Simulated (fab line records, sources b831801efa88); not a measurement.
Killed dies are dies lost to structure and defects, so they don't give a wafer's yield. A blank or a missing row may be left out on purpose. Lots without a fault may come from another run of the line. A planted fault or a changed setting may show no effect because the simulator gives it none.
fab line records | flow sky130
record lots=6 wafers=18 last_day=50
route steps=708 shown VIA2@522 METAL3@532 CAPM@537 PAD_OPEN@708
lots that met no fault: from a run of the same line without faults
start_h: hours from the record's first day to the start of the lot's first wafer shown | wait_h: hours since the lot's step before | " the same as in the row above | L1.1+2: a row that stands for several wafers | - no value, or no start given | * or withheld: withheld | < > ~ a bound
route shown NAME@n: a module of which the file shows steps, and the number in the route of the first | usual: mean/standard deviation of fault-free wafers | same: alike in all rows | chamber/n: place in a boat | sites: the reading at each site | _std_site: their standard deviation | _edge_site: outer sites' mean less inner sites' | radius_mm: how far each site lies from the wafer's centre | mask NAME#n: copy n | behind: the tool/chamber that last shaped the wafer | hold: why the lot was held/for how many hours/how that ended | device: the transistor (n, p or np) that didn't switch | end of line: the same wafers' tests at the end of the route | a step without rows: its recipe alone | killed: dies lost to structure and defects at the first sort, not the wafer's yield | map: a wafer's dies, x killed, . not, _ none there
set.NAME: the setting as run; set.NAME@STEP: as run at that earlier step | model.NAME: the simulator's own value behind a step, which no gauge read
lots at some steps of the route; a table a step, a row a wafer
services: from which hour (start_h, from the record's first day; less than 0 if before it) a tool's chamber was out of use, for how many hours, and why
## steps
# step SKY_VIA2_ETCH_15
# recipe target=SiO2 chemistry=C4F8/O2/Ar target_depth_nm=546 stop_on=TiN mask_material=KrF-thick source_w=1500 bias_w=1200 pressure_mtorr=40 c4f8_flow_sccm=withheld O2_flow_sccm=6 Ar_flow_sccm=300 time_s=84
# usual bias_w=1200/3.9 chamber_pressure_mTorr=40.00/0.032 oes_product_au=0.940/0.0048
# columns lot.wafer tool chamber start_h wait_h bias_w chamber_pressure_mTorr oes_product_au rf_hours_counter_h
L909.2 rie_diel-02 2 892.01 0.0 1197 40.08 0.942 12
L909.4 " 0 " " 1201 39.98 0.941 7
L909.6 " 2 " " 1198 39.98 0.948 -
L912.1 rie_diel-03 2 892.87 0.0 1198 40.01 0.940 15
L912.3 " 3 " " 1206 39.98 0.945 19
L912.5 " 3 " " 1204 40.07 0.939 -
L919.3 rie_diel-02 1 942.66 0.0 1199 40.03 0.937 13
L919.4 " 2 " " 1206 39.97 0.932 14
L919.5 " 3 " " 1203 40.02 0.948 -
L922.1 rie_diel-01 1 943.31 0.0 1189 40.00 0.934 15
L922.2 " 0 " " 1203 39.94 0.938 24
L922.5 " 0 " " 1200 40.00 0.932 -
L931.1 rie_diel-02 1 999.22 0.0 1193 40.05 0.937 14
L931.2 " 2 " " 1201 40.01 0.943 15
L931.4 " 0 " " 1201 40.01 0.933 10
L929.1 rie_diel-01 2 1000.06 0.0 1203 40.04 0.939 3
L929.3 " 3 " " 1204 40.02 0.937 4
L929.6 " 3 " " 1210 39.98 0.943 -
# step SKY_VIA2_STRIP_16
# recipe chemistry=O2/N2 power_w=1400 pressure_mtorr=1500 platen_temp_c=withheld o2_flow_sccm=3000 n2_flow_sccm=300 overash_fraction=0.5
# step SKY_VIA2_STRIP_17
# recipe chemistry=post_etch_residue_remover time_s=1200 temp_c=72.5
# step SKY_VIA2_CLEAN_18
# recipe chemistry=IPA time_s=180 temp_c=25
# step SKY_VIA2_CLEAN_19
# recipe chemistry=O3/DIW dry=n2_spin
# step SKY_VIA2_SPUTTER_20
# recipe material=TiN target_thk_nm=20 chamber_pressure_pa=5 power_w=4000 time_s=80
# step SKY_VIA2_CVD_21
# recipe material=W target_thk_nm=420 time_s=126.4 temp_c=400 pressure_torr=40
# usual heater_power_w=923/87
# columns lot.wafer tool chamber start_h wait_h heater_power_w
L909.2 cvd_w-02 1 892.77 0.0 937
L909.4 " 1 " " 892
L909.6 " 0 " " 1061
L912.1 cvd_w-01 0 893.84 0.0 973
L912.3 " 1 " " 780
L912.5 " 0 " " 961
L919.3 cvd_w-01 0 943.47 0.1 960
L919.4 " 1 " " 802
L919.5 " 0 " " 961
L922.1 cvd_w-02 1 944.07 0.0 880
L922.2 " 0 " " 962
L922.5 " 1 " " 876
L931.1 cvd_w-02 1 999.93 0.0 895
L931.2 " 0 " " 1011
L931.4 " 0 " " 1002
L929.1 cvd_w-01 1 1000.78 0.0 766
L929.3 " 1 " " 777
L929.6 " 1 " " 803
# step SKY_VIA2_RS_MEAS_22
# recipe thk_meas_gauge=four-point-probe reads=W_of_VIA2_CVD_21+TiN_of_VIA2_SPUTTER_20
# usual VIA2_W_RS=0.274/0.0034
# columns lot.wafer tool chamber start_h wait_h VIA2_W_RS[ohm/sq]
L909.2 film_metro-03 - 892.92 0.1 0.276
L909.4 " - " " 0.273
L909.6 " - " " 0.268
L912.1 film_metro-02 - 893.97 0.1 0.274
L912.3 " - " " 0.274
L912.5 " - " " 0.277
L919.3 film_metro-02 - 943.62 0.1 0.273
L919.4 " - " " 0.276
L919.5 " - " " 0.274
L922.1 film_metro-03 - 944.20 0.1 0.275
L922.2 " - " " 0.272
L922.5 " - " " 0.276
L931.1 film_metro-03 - 1000.06 0.1 0.273
L931.2 " - " " 0.268
L931.4 " - " " 0.271
L929.1 film_metro-02 - 1000.91 0.1 0.274
L929.3 " - " " 0.273
L929.6 " - " " 0.271
# step SKY_VIA2_THK_MEAS_23
# recipe thk_meas_gauge=xrf reads=W_of_VIA2_CVD_21
# usual VIA2_W_THK=427/5.9
# columns lot.wafer tool chamber start_h wait_h VIA2_W_THK[nm]
L909.2 film_metro-03 - 893.03 0.1 424
L909.4 " - " " 428
L909.6 " - " " 436
L912.1 film_metro-02 - 894.09 0.1 430
L912.3 " - " " 429
L912.5 " - " " 421
L919.3 film_metro-02 - 943.72 0.1 423
L919.4 " - " " 415
L919.5 " - " " 419
L922.1 film_metro-03 - 944.32 0.1 427
L922.2 " - " " 432
L922.5 " - " " 423
L931.1 film_metro-03 - 1000.18 0.1 425
L931.2 " - " " 432
L931.4 " - " " 429
L929.1 film_metro-02 - 1001.03 0.1 423
L929.3 " - " " 426
L929.6 " - " " 430
# step SKY_VIA2_CMP_24
# recipe stop_on=SiO2 t_overpolish_s=20 down_force_psi=3.5 platen_rpm=60 target_thk_nm=0 pad_velocity_m_s=0.94248
# step SKY_METAL3_SPUTTER_00
# recipe material=Ti target_thk_nm=15 power_w=3000 time_s=10 chamber_pressure_pa=0.4
# usual throttle_valve_pct=30.2/1.1
# columns lot.wafer tool chamber start_h wait_h throttle_valve_pct
L909.2 pvd_sputter-04 - 893.38 0.2 29.0
L909.4 " - " " 32.3
L909.6 " - " " 28.9
L912.1 pvd_sputter-02 - 894.45 0.1 29.3
L912.3 " - " " 31.4
L912.5 " - " " 31.6
L919.3 pvd_sputter-04 - 944.76 0.1 29.2
L919.4 " - " " 28.8
L919.5 " - " " 28.9
L922.1 pvd_sputter-04 - 945.66 0.2 29.2
L922.2 " - " " 30.3
L922.5 " - " " 28.5
L931.1 pvd_sputter-02 - 1000.93 0.1 29.4
L931.2 " - " " 30.0
L931.4 " - " " 31.4
L929.1 pvd_sputter-03 - 1001.64 0.1 30.5
L929.3 " - " " 31.3
L929.6 " - " " 29.7
# step SKY_METAL3_SPUTTER_01
# recipe material=TiN target_thk_nm=20 power_w=6500 time_s=16.7 chamber_pressure_pa=0.4
# step SKY_METAL3_SPUTTER_02
# recipe material=AlCu target_thk_nm=735 power_w=10600 time_s=39.1 chamber_pressure_pa=0.4
# usual throttle_valve_pct=30.2/1.1
# columns lot.wafer tool chamber start_h wait_h throttle_valve_pct model.AlCu_of_METAL3_SPUTTER_02.thk_nm
L909.2 pvd_sputter-04 - 893.42 0.0 28.9 723.4
L909.4 " - " " 32.0 730.7
L909.6 " - " " 28.9 726.8
L912.1 pvd_sputter-02 - 894.49 0.0 29.4 740
L912.3 " - " " 31.6 725.8
L912.5 " - " " 31.6 728.8
L919.3 pvd_sputter-04 - 944.80 0.0 29.3 389.7
L919.4 " - " " 28.8 388.4
L919.5 " - " " 28.8 384.2
L922.1 pvd_sputter-04 - 945.70 0.0 28.9 381.4
L922.2 " - " " 30.3 377.4
L922.5 " - " " 29.1 382.7
L931.1 pvd_sputter-02 - 1000.97 0.0 29.4 739.9
L931.2 " - " " 29.7 731.2
L931.4 " - " " 31.4 739.7
L929.1 pvd_sputter-03 - 1001.68 0.0 30.8 747.4
L929.3 " - " " 31.1 743
L929.6 " - " " 29.3 740.8
# step SKY_METAL3_SPUTTER_03
# recipe material=Ti target_thk_nm=5 power_w=3000 time_s=3.3 chamber_pressure_pa=0.4
# usual throttle_valve_pct=30.2/1.1
# columns lot.wafer tool chamber start_h wait_h throttle_valve_pct
L909.2 pvd_sputter-04 - 893.46 0.0 29.3
L909.4 " - " " 32.3
L909.6 " - " " 29.1
L912.1 pvd_sputter-02 - 894.53 0.0 29.3
L912.3 " - " " 31.5
L912.5 " - " " 31.5
L919.3 pvd_sputter-04 - 944.84 0.0 29.0
L919.4 " - " " 28.8
L919.5 " - " " 29.0
L922.1 pvd_sputter-04 - 945.74 0.0 28.9
L922.2 " - " " 30.2
L922.5 " - " " 28.8
L931.1 pvd_sputter-02 - 1001.01 0.0 29.4
L931.2 " - " " 29.9
L931.4 " - " " 31.5
L929.1 pvd_sputter-03 - 1001.72 0.0 30.6
L929.3 " - " " 31.1
L929.6 " - " " 29.4
# step SKY_METAL3_SPUTTER_04
# recipe material=TiN target_thk_nm=70 power_w=6500 time_s=58.3 chamber_pressure_pa=0.4
# step SKY_CAPM_CVD_00
# recipe material=SiO2 target_thk_nm=15.5 temp_c=400 time_s=withheld rf_w=450
# step SKY_CAPM_THK_MEAS_01
# recipe reads=SiO2_of_CAPM_CVD_00
# usual CAPM_CVD_00_THK=15.46/0.22
# columns lot.wafer tool chamber start_h wait_h CAPM_CVD_00_THK[nm]
L909.2 film_metro-01 - 893.56 - 15.15
L909.4 " - " " 15.42
L909.6 " - " " 15.62
L912.1 film_metro-02 - 894.62 - 15.44
L912.3 " - " " 15.43
L912.5 " - " " 15.40
L919.3 film_metro-04 - 944.95 - 15.52
L919.4 " - " " 15.53
L919.5 " - " " 15.66
L922.1 film_metro-01 - 945.83 - 15.65
L922.2 " - " " 15.47
L922.5 " - " " 15.88
L931.1 film_metro-01 - 1001.11 - 15.51
L931.2 " - " " 15.44
L931.4 " - " " 15.41
L929.1 film_metro-04 - 1001.81 - 15.79
L929.3 " - " " 15.54
L929.6 " - " " 15.73
# step SKY_CAPM_SPUTTER_02
# recipe material=TiN target_thk_nm=200 temp_c=300 power_w=6500 time_s=172.9 chamber_pressure_pa=0.4
# usual throttle_valve_pct=29.8/0.99
# columns lot.wafer tool chamber start_h wait_h throttle_valve_pct
L909.2 pvd_sputter-02 - 893.61 0.0 31.3
L909.4 " - " " 29.3
L909.6 " - " " 29.7
L912.1 pvd_sputter-03 - 894.68 0.1 29.4
L912.3 " - " " 28.6
L912.5 " - " " 29.4
L919.3 pvd_sputter-03 - 944.99 0.0 29.5
L919.4 " - " " 30.4
L919.5 " - " " 29.4
L922.1 pvd_sputter-01 - 945.89 0.1 30.2
L922.2 " - " " 29.2
L922.5 " - " " 28.7
L931.1 pvd_sputter-03 - 1001.17 0.1 29.5
L931.2 " - " " 30.6
L931.4 " - " " 31.2
L929.1 pvd_sputter-02 - 1001.87 0.1 31.3
L929.3 " - " " 29.3
L929.6 " - " " 31.4
# step SKY_CAPM_RS_MEAS_03
# recipe thk_meas_gauge=four-point-probe reads=TiN_of_CAPM_SPUTTER_02
# usual CAPM_TIN_RS=6.65/0.067
# columns lot.wafer tool chamber start_h wait_h CAPM_TIN_RS[ohm/sq]
L909.2 film_metro-01 - 893.74 0.1 6.62
L909.4 " - " " 6.68
L909.6 " - " " 6.62
L912.1 film_metro-01 - 894.79 0.1 6.54
L912.3 " - " " 6.68
L912.5 " - " " 6.60
L919.3 film_metro-01 - 945.14 0.1 6.49
L919.4 " - " " 6.59
L919.5 " - " " 6.56
L922.1 film_metro-04 - 946.00 0.1 6.49
L922.2 " - " " 6.55
L922.5 " - " " 6.58
L931.1 film_metro-04 - 1001.28 0.1 6.64
L931.2 " - " " 6.65
L931.4 " - " " 6.65
L929.1 film_metro-01 - 1001.98 0.1 6.59
L929.3 " - " " 6.74
L929.6 " - " " 6.57
# step SKY_CAPM_THK_MEAS_04
# recipe thk_meas_gauge=xrf reads=TiN_of_CAPM_SPUTTER_02
# usual CAPM_TIN_THK=209.0/2.2
# columns lot.wafer tool chamber start_h wait_h CAPM_TIN_THK[nm]
L909.2 film_metro-01 - 893.85 0.1 209.7
L909.4 " - " " 209.1
L909.6 " - " " 210.0
L912.1 film_metro-01 - 894.91 0.1 212.2
L912.3 " - " " 208.1
L912.5 " - " " 210.7
L919.3 film_metro-01 - 945.24 0.1 214.5
L919.4 " - " " 211.6
L919.5 " - " " 212.2
L922.1 film_metro-04 - 946.12 0.1 212.2
L922.2 " - " " 210.8
L922.5 " - " " 209.5
L931.1 film_metro-04 - 1001.40 0.1 207.6
L931.2 " - " " 207.1
L931.4 " - " " 206.7
L929.1 film_metro-01 - 1002.10 0.1 210.7
L929.3 " - " " 206.5
L929.6 " - " " 212.2
# step SKY_CAPM_DEHYDRATE_05
# recipe temp_c=200 time_s=60
# step SKY_CAPM_HMDS_06
# recipe prime_time_s=60 prime_temp_c=120
# step SKY_CAPM_COAT_07
# recipe resist=NOVOLAK spin_rpm=3000 resist_thk_nm=1140
# step SKY_CAPM_SOFTBAKE_08
# recipe temp_c=90 time_s=60 resist=NOVOLAK
# step SKY_CAPM_EXPOSE_09
# recipe mask_id=CAPM na=0.6 source_shape=conventional sigma_outer=0.6 polarization=unpolarized target_cd_nm=1000 dose_mj=159
# step SKY_CAPM_PEB_10
# recipe temp_c=withheld time_s=* resist=NOVOLAK
# step SKY_CAPM_DEVELOP_11
# recipe resist=NOVOLAK developer=TMAH develop_time_s=60 dev_temp_c=23
# step SKY_CAPM_OVL_MEAS_12
# usual CAPM_OVL=1.0/1.3
# columns lot.wafer tool chamber start_h wait_h CAPM_OVL[nm]
L909.2 overlay-02 - 918.48 0.1 1.0
L909.4 " - " " -1.4
L909.6 " - " " 1.7
L912.1 overlay-02 - 919.16 0.1 -0.8
L912.3 " - " " -2.8
L912.5 " - " " -0.1
L919.3 overlay-02 - 968.63 0.1 -0.9
L919.4 " - " " 0.1
L919.5 " - " " -0.2
L922.1 overlay-01 - 969.26 0.1 1.2
L922.2 " - " " 0.1
L922.5 " - " " -0.8
L931.1 overlay-01 - 1024.48 0.1 -0.5
L931.2 " - " " 1.8
L931.4 " - " " 1.9
L929.1 overlay-02 - 1025.91 0.1 0.4
L929.3 " - " " 0.7
L929.6 " - " " 0.0
# step SKY_CAPM_METAL_ETCH_13
# recipe target_depth_nm=220 stop_on=SiO2 chemistry=Cl2/BCl3 target=TiN pressure_mtorr=10 icp_w=900 bias_w=48.5 Cl2_flow_sccm=60 bcl3_flow_sccm=30 time_s=62.9
# step SKY_CAPM_STRIP_14
# recipe chemistry=O2/N2 power_w=1400 pressure_mtorr=1500 platen_temp_c=withheld o2_flow_sccm=3000 n2_flow_sccm=300 overash_fraction=0.5
# step SKY_CAPM_STRIP_15
# recipe chemistry=post_etch_residue_remover time_s=1200 temp_c=72.5
# step SKY_CAPM_CLEAN_16
# recipe chemistry=IPA time_s=180 temp_c=25
# step SKY_CAPM_CLEAN_17
# recipe chemistry=O3/DIW dry=n2_spin
# step SKY_METAL3_DEHYDRATE_05
# recipe temp_c=200 time_s=60
# step SKY_METAL3_HMDS_06
# recipe prime_time_s=60 prime_temp_c=120
# step SKY_METAL3_COAT_07
# recipe resist=BARC temp_c=withheld time_s=withheld spin_rpm=3000 resist_thk_nm=60
# step SKY_METAL3_COAT_08
# recipe resist=KrF-thick spin_rpm=3000 resist_thk_nm=1140
# step SKY_METAL3_SOFTBAKE_09
# recipe temp_c=100 time_s=90 resist=KrF-thick
# step SKY_METAL3_EXPOSE_10
# recipe mask_id=MM3 na=0.68 source_shape=annular sigma_inner=0.4 sigma_outer=0.8 target_cd_nm=300 dose_mj=28
# step SKY_METAL3_PEB_11
# recipe peb_temp_c=withheld peb_time_s=withheld resist=KrF-thick
# step SKY_METAL3_DEVELOP_12
# recipe develop_time_s=60 resist=KrF-thick dev_temp_c=21
# step SKY_METAL3_CD_MEAS_13
# recipe target_cd_nm=300
# usual cd_nm=299.6/1.6
# columns lot.wafer tool chamber start_h wait_h cd_nm
L909.2 cd_sem-02 - 944.29 - 299.8
L909.4 " - " " 300.5
L909.6 " - " " 302.1
L912.1 cd_sem-02 - 945.32 - 298.6
L912.3 " - " " 298.3
L912.5 " - " " 298.5
L919.3 cd_sem-01 - 993.51 - 296.6
L919.4 " - " " 295.9
L919.5 " - " " 295.6
L922.1 cd_sem-02 - 993.66 - 300.6
L922.2 " - " " 299.2
L922.5 " - " " 297.8
L931.1 cd_sem-02 - 1047.02 - 298.7
L931.2 " - " " 300.6
L931.4 " - " " 301.0
L929.1 cd_sem-02 - 1048.77 - 298.9
L929.3 " - " " 300.2
L929.6 " - " " 300.2
# step SKY_METAL3_METAL_ETCH_18
# recipe target_depth_a=8450 stop_on=SiO2 over_etch_frac=0.3 time_s=183.1 chemistry=Cl2/BCl3 resist_sidewall_deg=88 pressure_mtorr=10 icp_w=900 bias_w=48.5 Cl2_flow_sccm=60 bcl3_flow_sccm=30
# usual bias_w=48.50/0.15 chamber_pressure_mTorr=9.999/0.0081 drypump_motor_current_A=5.9/0.35 oes_product_au=0.866/0.0064 throttle_valve_pct=22.264/0.0089
# columns lot.wafer tool chamber start_h wait_h bias_w chamber_pressure_mTorr drypump_motor_current_A oes_product_au rf_hours_counter_h throttle_valve_pct
L909.2 rie_metal-02 1 944.58 0.0 48.71 9.989 6.1 0.855 13 22.264
L909.4 " 1 " " 48.54 9.995 6.1 0.868 - 22.264
L909.6 " 0 " " 48.35 9.998 5.8 0.858 - 22.256
L912.1 rie_metal-02 0 945.76 0.0 48.66 10.004 5.8 0.868 9 22.262
L912.3 " 0 " " 48.35 9.995 5.9 0.863 - 22.269
L912.5 " 1 " " 48.42 9.994 6.1 0.860 - 22.268
L919.3 rie_metal-03 1 993.83 0.1 48.59 10.003 6.0 0.663 - 22.260
L919.4 " 0 " " 48.53 10.026 5.5 0.675 - 22.256
L919.5 " 1 " " 48.47 9.989 6.0 0.670 - 22.263
L922.1 rie_metal-02 1 994.10 0.0 48.41 9.997 6.1 0.673 15 22.262
L922.2 " 0 " " 47.97 10.012 5.9 0.663 10 22.255
L922.5 " 0 " " 48.25 9.992 5.9 0.667 - 22.261
L931.1 rie_metal-02 1 1047.33 0.0 48.51 10.004 6.0 0.864 19 22.258
L931.2 " 0 " " 48.37 9.987 5.9 0.860 13 22.253
L931.4 " 1 " " 48.69 9.992 6.0 0.863 - 22.261
L929.1 rie_metal-03 1 1049.08 0.0 48.39 9.993 6.0 0.871 23 22.269
L929.3 " 1 " " 48.69 9.995 6.0 0.871 - 22.275
L929.6 " 1 " " 48.48 9.995 6.0 0.874 - 22.274
# step SKY_PAD_OPEN_PROBE_99
# usual defect_limited_yield=83.0/1.8 killed_at_M0_to_M3=42/6.6 killed_at_M4_up=3.0/1.7 killed_at_contacts=24/5.3 killed_at_front_end=15/4.5 killed_at_other=0.2/0.49 killed_dies=83/9 killed_open=45/6.9 killed_short=38/5.8 sort_bin_3_pad_short=0.8/0.4 sort_bin_5_function=10.0/1.5 sort_bin_6_memory=6.1/1.1 sort_n_pass=409/9 sort_yield_pct=83.0/1.8
# same gross_dies=492 killed_at_back_side=0 sort_bin_4_leakage[%]=0 sort_bin_8_speed[%]=0
# columns lot.wafer tool chamber start_h wait_h defect_limited_yield[%] killed_at_M0_to_M3 killed_at_M4_up killed_at_contacts killed_at_front_end killed_at_other killed_dies killed_open killed_short sort_bin_3_pad_short[%] sort_bin_5_function[%] sort_bin_6_memory[%] sort_n_pass sort_yield_pct[%] model.etest.met3.line_ohm_um model.etest.met3.rs_ohm_sq
L909.2 prober-02 - 1114.81 0.1 83.5 34 0 23 24 0 81 43 38 0.4 10.2 5.9 411 83.5 0.1434 0.04345
L909.4 prober-02 - 1114.91 0.2 81.3 43 3 31 15 0 92 52 40 1.0 11.6 6.1 400 81.3 0.1426 0.04296
L909.6 prober-02 - 1115.01 0.2 84.6 35 0 19 21 1 76 41 35 1.2 7.7 6.5 416 84.6 0.1416 0.0429
L912.1 prober-02 - 1116.58 0.3 80.7 52 2 36 5 0 95 51 44 1.2 11.2 6.9 397 80.7 0.1424 0.04228
L912.3 prober-02 - 1116.68 0.3 81.5 45 3 24 19 0 91 47 44 0.8 12.4 5.3 401 81.5 0.1444 0.04276
L912.5 prober-02 - 1116.78 0.4 81.9 45 1 26 17 0 89 49 40 0.4 9.8 7.9 403 81.9 0.1433 0.04286
L919.3 prober-01 - 1153.00 0.2 83.9 47 1 21 10 0 79 40 39 1.0 9.8 5.3 413 83.9 0.271 0.08189
L919.4 prober-01 - 1153.05 0.2 85.8 32 1 17 20 0 70 43 27 0.4 9.6 4.3 422 85.8 0.2744 0.08154
L919.5 prober-01 - 1153.10 0.2 84.6 42 2 15 16 1 76 38 38 1.0 8.3 6.1 416 84.6 0.2717 0.08211
L922.1 prober-02 - 1156.50 0.1 85.8 44 4 12 9 1 70 36 34 1.0 7.3 5.9 422 85.8 0.2759 0.08364
L922.2 prober-02 - 1156.55 0.1 85.4 38 2 17 15 0 72 38 34 0.8 7.5 6.3 420 85.4 0.2757 0.08319
L922.5 prober-02 - 1156.70 0.2 85.0 34 5 20 15 0 74 36 38 1.4 8.1 5.5 418 85.0 0.2766 0.0826
L931.1 prober-02 - 1193.10 0.1 82.5 38 1 31 16 0 86 46 40 1.0 9.8 6.7 406 82.5 0.1434 0.04278
L931.2 prober-02 - 1193.15 0.1 84.8 42 1 21 11 0 75 34 41 1.2 8.5 5.5 417 84.8 0.1453 0.04282
L931.4 prober-02 - 1193.25 0.2 82.5 45 3 25 12 1 86 40 46 1.6 9.8 6.1 406 82.5 0.1425 0.04241
L929.1 prober-01 - 1196.87 0.1 80.1 48 2 26 22 0 98 62 36 1.2 10.6 8.1 394 80.1 0.1419 0.04206
L929.3 prober-01 - 1196.97 0.2 85.6 43 3 12 13 0 71 41 30 0.2 10.2 4.1 421 85.6 0.1375 0.04209
L929.6 prober-01 - 1197.12 0.2 85.2 39 1 21 12 0 73 43 30 1.0 8.9 4.9 419 85.2 0.1384 0.04213
# killed by level:class
L909.2 CONTACT:geometric_particle:open=9 VIA2:geometric_particle:open=8 FIELD_ISO:geometric_particle:short=7 METAL1:geometric_particle:short=7 POLY_GATE:geometric_particle:short=6 FIELD_ISO:geometric_particle:open=5 CONTACT:geometric_particle:short=5 VIA3:geometric_particle:open=5
L909.4 CONTACT:geometric_particle:open=12 VIA1:geometric_particle:open=8 LOCAL_INTERCONNECT:geometric_particle:short=8 METAL1:geometric_particle:short=7 VIA2:geometric_particle:short=6 LI_CONTACT:geometric_particle:open=6 VIA2:geometric_particle:open=6 FIELD_ISO:geometric_particle:open=5
L909.6 VIA2:geometric_particle:open=9 CONTACT:geometric_particle:open=8 VIA1:geometric_particle:open=8 POLY_GATE:geometric_particle:short=7 FIELD_ISO:geometric_particle:short=4 POLY_GATE:geometric_particle:open=4 LI_CONTACT:geometric_particle:open=4 METAL1:geometric_particle:short=4
L912.1 LI_CONTACT:geometric_particle:open=14 METAL1:geometric_particle:short=11 CONTACT:geometric_particle:open=10 METAL2:geometric_particle:short=7 VIA3:geometric_particle:open=7 METAL1:geometric_particle:open=5 VIA1:geometric_particle:short=5 VIA1:geometric_particle:open=5
L912.3 VIA1:geometric_particle:open=9 CONTACT:geometric_particle:open=8 VIA3:geometric_particle:open=8 METAL1:geometric_particle:short=7 FIELD_ISO:geometric_particle:short=5 POLY_GATE:geometric_particle:open=5 CONTACT:geometric_particle:short=5 VIA1:geometric_particle:short=5
L912.5 CONTACT:geometric_particle:open=9 METAL1:geometric_particle:short=9 VIA1:geometric_particle:open=8 LI_CONTACT:geometric_particle:open=7 METAL2:geometric_particle:short=7 VIA2:geometric_particle:open=7 LOCAL_INTERCONNECT:geometric_particle:short=6 FIELD_ISO:geometric_particle:open=4
L919.3 METAL2:geometric_particle:short=14 CONTACT:geometric_particle:open=9 VIA1:geometric_particle:short=9 LI_CONTACT:geometric_particle:open=7 VIA2:geometric_particle:open=7 METAL1:geometric_particle:short=5 VIA1:geometric_particle:open=4 VIA3:geometric_particle:open=4
L919.4 VIA1:geometric_particle:open=10 CONTACT:geometric_particle:open=8 FIELD_ISO:geometric_particle:open=5 VIA2:geometric_particle:open=5 POLY_GATE:geometric_particle:open=4 CONTACT:geometric_particle:short=4 METAL2:geometric_particle:short=4 FIELD_ISO:geometric_particle:short=3
L919.5 VIA3:geometric_particle:open=7 VIA1:geometric_particle:open=6 METAL2:geometric_particle:short=6 FIELD_ISO:geometric_particle:open=5 VIA1:geometric_particle:short=5 VIA2:geometric_particle:short=4 VIA2:geometric_particle:open=4 FIELD_ISO:geometric_particle:short=3
L922.1 VIA1:geometric_particle:open=9 VIA3:geometric_particle:open=8 METAL2:geometric_particle:short=7 CONTACT:geometric_particle:open=4 METAL4:geometric_particle:short=4 VIA2:geometric_particle:open=4 VIA2:geometric_particle:short=4 VIA3:geometric_particle:short=4
L922.2 VIA1:geometric_particle:open=10 METAL2:geometric_particle:short=6 LI_CONTACT:geometric_particle:open=5 VIA1:geometric_particle:short=5 LI_CONTACT:geometric_particle:short=4 CONTACT:geometric_particle:short=4 VIA2:geometric_particle:open=4 VIA3:geometric_particle:open=4
L922.5 VIA1:geometric_particle:open=7 LOCAL_INTERCONNECT:geometric_particle:short=7 VIA2:geometric_particle:open=5 VIA2:geometric_particle:short=5 FIELD_ISO:geometric_particle:short=4 FIELD_ISO:geometric_particle:open=4 LI_CONTACT:geometric_particle:open=4 LI_CONTACT:geometric_particle:short=4
L931.1 LI_CONTACT:geometric_particle:open=10 CONTACT:geometric_particle:open=8 LI_CONTACT:geometric_particle:short=7 VIA1:geometric_particle:open=7 FIELD_ISO:geometric_particle:short=6 METAL2:geometric_particle:short=6 FIELD_ISO:geometric_particle:open=5 VIA1:geometric_particle:short=5
L931.2 VIA1:geometric_particle:open=9 METAL2:geometric_particle:short=8 LI_CONTACT:geometric_particle:open=7 FIELD_ISO:geometric_particle:short=5 VIA2:geometric_particle:short=5 LOCAL_INTERCONNECT:geometric_particle:short=4 CONTACT:geometric_particle:short=4 CONTACT:geometric_particle:open=4
L931.4 METAL1:geometric_particle:short=9 VIA3:geometric_particle:open=9 LI_CONTACT:geometric_particle:open=7 VIA1:geometric_particle:open=7 CONTACT:geometric_particle:short=6 CONTACT:geometric_particle:open=5 VIA1:geometric_particle:short=5 LOCAL_INTERCONNECT:geometric_particle:short=4
L929.1 VIA1:geometric_particle:open=15 CONTACT:geometric_particle:open=9 VIA2:geometric_particle:open=9 FIELD_ISO:geometric_particle:short=7 POLY_GATE:geometric_particle:open=6 CONTACT:geometric_particle:short=6 LI_CONTACT:geometric_particle:open=6 VIA3:geometric_particle:open=5
L929.3 VIA1:geometric_particle:open=9 VIA3:geometric_particle:open=7 CONTACT:geometric_particle:open=6 VIA2:geometric_particle:open=6 METAL1:geometric_particle:short=5 POLY_GATE:geometric_particle:open=4 FIELD_ISO:geometric_particle:short=3 METAL1:geometric_particle:open=3
L929.6 VIA1:geometric_particle:open=9 CONTACT:geometric_particle:open=8 VIA2:geometric_particle:open=7 VIA1:geometric_particle:short=6 LI_CONTACT:geometric_particle:short=5 FIELD_ISO:geometric_particle:open=4 VIA3:geometric_particle:open=4 VIA2:geometric_particle:short=4
## services
# columns tool chamber start_h hours kind
rie_diel-01 2 882.26 4.1 repair
cvd_w-02 - 904.00 14.0 pm
pvd_sputter-02 - 908.35 4.1 repair
rie_diel-03 - 908.44 2.8 pm
rie_diel-03 - 933.19 0.7 repair
rie_diel-01 0 938.78 3.4 repair
pvd_sputter-02 0 939.23 - consumable_replace:kit
pvd_sputter-02 0 939.23 18.0 scheduled_down
pvd_sputter-02 0 939.23 18.0 vent_cycle
rie_diel-02 0 945.26 8.0 repair
rie_diel-01 3 953.55 3.7 repair
pvd_sputter-03 - 962.79 1.5 repair
pvd_sputter-03 - 968.51 6.8 repair
rie_diel-01 1 983.50 44.0 repair
cvd_w-02 0 985.20 9.9 repair
pvd_sputter-04 - 1004.57 4.8 repair
rie_diel-03 3 1005.38 6.7 repair
cvd_w-01 1 1012.02 27.5 repair
pvd_sputter-04 0 1025.99 - consumable_replace:kit
pvd_sputter-04 0 1025.99 18.0 scheduled_down
pvd_sputter-04 0 1025.99 18.0 vent_cycle
pvd_sputter-02 3 1047.52 - consumable_replace:kit
pvd_sputter-02 3 1047.52 18.0 scheduled_down
pvd_sputter-02 3 1047.52 18.0 vent_cycle
## key
first_sign step=SKY_METAL3_METAL_ETCH_18 reading=oes_product_au direction=down sigmas=31 usual=0.866 struck=0.669
effect none on later readings
model_effect step=SKY_METAL3_SPUTTER_02 value=AlCu_of_METAL3_SPUTTER_02.thk_nm without=735.1 struck=384
model_effect step=SKY_PAD_OPEN_PROBE_99 value=etest.met3.line_ohm_um without=0.1417 struck=0.2742
met_at SKY_METAL3_SPUTTER_02
struck_wafers L919.3,L919.4,L919.5,L922.1,L922.2,L922.5
onset_between 893.42 944.80
also_fits SKY_METAL3_SPUTTER_00:pvd_sputter-04,SKY_METAL3_SPUTTER_03:pvd_sputter-04
fault kind=process_parameter_drift tool=pvd_sputter-04 chamber=- onset_h=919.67 steps=SKY_METAL3_SPUTTER_02 channel=target_thk_nm offset=-351.12 shape=step end_h=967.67 acts_in=these_recipes_only stated=735
